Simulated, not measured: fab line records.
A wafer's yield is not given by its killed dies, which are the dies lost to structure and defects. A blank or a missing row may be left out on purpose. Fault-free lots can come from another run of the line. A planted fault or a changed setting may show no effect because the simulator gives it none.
A struck lot beside a sound one ; flow sky130 ; 43 steps out of a route of 708
Sound: these wafers, L488.3, L488.5, L488.6. The struck wafers were L475.2, L475.3, L475.5. The cause comes at the end.
Per side, at each step with rows, come the tool, then ch with its chambers, and then its first start. Under that, the readings that differ: sound wafers ; struck wafers ; difference of the means ; sigmas: that difference in standard deviations of wafers without a fault.
alike: same words and numbers on both sides, and readings whose means sit less than 2 such deviations apart. not compared: any withheld reading, any reading some wafer has no value for, any bound like >300 that may hide the same value, and any number with overlapping values for which the record gives no deviation.
The two part at a step that has a row with sigmas, a row that says differs or no value, or rows on one side only. Non-overlapping numbers with no deviation appear without sigmas and do not part them. Lack of a reading on every wafer of one side parts them only where that side has two or more wafers.

first, 6 steps without rows for these wafers: SKY_GATE_OXIDE_HMDS_04 (prime time 60 s); SKY_GATE_OXIDE_COAT_05 (resist thk 1140 nm); SKY_GATE_OXIDE_SOFTBAKE_06 (time 60 s); SKY_GATE_OXIDE_EXPOSE_07 (exposes mask LVOM, target cd 600 nm); SKY_GATE_OXIDE_PEB_08; SKY_GATE_OXIDE_DEVELOP_09 (develop time 60 s).
SKY_GATE_OXIDE_OVL_MEAS_10:
  sound on overlay-02 at day 19 06:54; struck on overlay-02 at day 15 04:37
  alike: GATE_OXIDE_OVL
then, 2 steps without rows for these wafers: SKY_GATE_OXIDE_IMPLANT_11; SKY_GATE_OXIDE_WET_ETCH_12 (etches SiO2 in dHF, target depth 16.8 nm, time 336 s).
SKY_GATE_OXIDE_STRIP_13: strips in O2/N2.
  sound on plasma_asher-04 ch 0,1, day 19 07:13; struck on plasma_asher-03 ch 0, day 15 04:54
  alike: drypump_motor_current_A, oes_product_au, strip_time_to_endpoint_s
  not compared: rf_hours_counter_h
SKY_GATE_OXIDE_TW_MEAS_14:
  sound on film_metro-02 at day 19 07:17; struck on film_metro-02 at day 15 05:01
  alike: GATE_OXIDE_TW
then, 1 step without rows for these wafers: SKY_GATE_OXIDE_CLEAN_15 (cleans in SC1/SC2, time 150 s).
SKY_GATE_OXIDE_OXIDATION_16: stabilise 600 s, purge 300 s, target thk 3.57 nm.
  sound on furnace-01 ch 0, day 19 07:23; struck on furnace-01 ch 0, day 15 05:38
  alike: spike_tc_lower_C, zone_power_lower_pct, zone_power_top_pct
then, 1 step without rows for these wafers: SKY_POLY_GATE_CVD_00 (deposits poly-Si, target thk 180 nm, time 720 s).
SKY_POLY_GATE_THK_MEAS_01:
  sound on film_metro-01 at day 19 10:08; struck on film_metro-04 at day 15 08:22
  alike: POLY_GATE_CVD_00_THK
then, 9 steps without rows for these wafers: SKY_RES_PROTECT_DEHYDRATE_00 (time 60 s); SKY_RES_PROTECT_HMDS_01 (prime time 60 s); SKY_RES_PROTECT_COAT_02 (resist thk 1140 nm); SKY_RES_PROTECT_SOFTBAKE_03 (time 60 s); SKY_RES_PROTECT_EXPOSE_04 (exposes mask RPM, target cd 1270 nm); SKY_RES_PROTECT_PEB_05; SKY_RES_PROTECT_DEVELOP_06 (develop time 60 s); SKY_POLY_GATE_IMPLANT_02; SKY_RES_PROTECT_STRIP_07 (strips in O2/N2).
SKY_RES_PROTECT_TW_MEAS_08:
  sound on film_metro-04 at day 20 18:47; struck on film_metro-02 at day 16 11:18
  alike: POLY_GATE_TW
then, 2 steps without rows for these wafers: SKY_RES_PROTECT_CLEAN_09 (cleans in SC1/SC2, time 150 s); SKY_POLY_GATE_CVD_03 (deposits Si3N4 from DCS/NH3, target thk 75 nm, time 1290 s).
SKY_POLY_GATE_THK_MEAS_04:
  sound on film_metro-04 at day 20 20:15; struck on film_metro-04 at day 16 12:46
  alike: POLY_GATE_CVD_03_THK
then, 8 steps without rows for these wafers: SKY_POLY_GATE_DEHYDRATE_05 (time 60 s); SKY_POLY_GATE_HMDS_06 (prime time 60 s); SKY_POLY_GATE_COAT_07 (resist thk 110 nm); SKY_POLY_GATE_COAT_08 (resist thk 450 nm); SKY_POLY_GATE_SOFTBAKE_09 (time 90 s); SKY_POLY_GATE_EXPOSE_10 (exposes mask P1M, target cd 150 nm); SKY_POLY_GATE_PEB_11; SKY_POLY_GATE_DEVELOP_12 (develop time 60 s).
SKY_POLY_GATE_CD_MEAS_13 targets a cd of 150 nm.
  sound on cd_sem-02 at day 22 03:07; struck on cd_sem-01 at day 17 17:35
  alike: cd_nm
SKY_POLY_GATE_OVL_MEAS_14:
  sound on overlay-02 at day 22 03:13; struck on overlay-01 at day 17 17:42
  alike: POLY_GATE_OVL
SKY_POLY_GATE_ETCH_15: etches BARC in N2/H2, stops on SiO2, time 118.5 s, target depth 110 nm.
  sound on rie_diel-04 ch 0,1, day 22 03:14; struck on rie_diel-04 ch 1,3, day 17 17:44
  alike: drypump_motor_current_A, oes_product_au, throttle_valve_pct
  not compared: rf_hours_counter_h
SKY_POLY_GATE_ETCH_16: etches Si3N4 in CH3F/O2, stops on poly-Si, time 147.5 s, target depth 75 nm.
  sound on rie_diel-04 ch 0,1, day 22 03:19; struck on rie_diel-04 ch 1,3, day 17 17:49
  alike: drypump_motor_current_A, oes_product_au, throttle_valve_pct
  not compared: rf_hours_counter_h
SKY_POLY_GATE_ETCH_17: etches poly-Si in HBr/Cl2, stops on SiO2, target depth 180 nm, time 70.5 s.
  sound on rie_si-02 ch 1,2, day 22 03:25; struck on rie_si-02 ch 0,2,3, day 17 17:55
  alike: drypump_motor_current_A, oes_product_au, throttle_valve_pct
  not compared: rf_hours_counter_h
SKY_POLY_GATE_STRIP_18: strips in O2/N2.
  sound on plasma_asher-03 ch 0,1, day 22 03:31; struck on plasma_asher-03 ch 0,1, day 17 17:58
  alike: drypump_motor_current_A, oes_product_au, strip_time_to_endpoint_s
  not compared: rf_hours_counter_h
-- the record jumps here: 29 days lie between the struck wafers' starts before and after (it left off in module POLY_GATE and takes up again in module PAD_OPEN, whose first step shown is number 708 of the route) --
SKY_PAD_OPEN_PROBE_99:
  sound on prober-02 at day 49 15:09; struck on prober-01 at day 46 17:36
reading;sound;struck;difference;sigmas
model.etest.cap_thin_oxide.gate_log10_a_cm2;-7.403 -7.318 -7.267;-7.74 -7.626 -7.649;-0.34;
model.etest.cap_thin_oxide.tox_acc_nm (nm);4.405 4.392 4.364;4.501 4.452 4.455;+0.082;
model.etest.pfet_01v8.tox_inv_nm (nm);4.473 4.465 4.461;4.57 4.514 4.497;+0.06;
model.etest.nfet_01v8.tox_inv_nm (nm);4.439 4.39 4.371;4.532 4.455 4.456;+0.081;
model.etest.pfet_01v8_hvt.body_rise_v (V);-0.1978 -0.1993 -0.1978;-0.2059 -0.2036 -0.2057;-0.0068;
model.etest.pfet_01v8.body_rise_v (V);-0.1911 -0.191 -0.189;-0.1947 -0.1929 -0.1928;-0.0031;
  alike: killed_at_M0_to_M3, killed_at_M4_up, killed_at_contacts, killed_at_front_end, killed_at_other, killed_dies, killed_open, killed_short
  not compared: model.etest.nfet_01v8.vt_long_v, model.etest.nfet_01v8.body_rise_v

## WHERE THEY PART
Nowhere in this record.

WHY: what had been put in by the simulator
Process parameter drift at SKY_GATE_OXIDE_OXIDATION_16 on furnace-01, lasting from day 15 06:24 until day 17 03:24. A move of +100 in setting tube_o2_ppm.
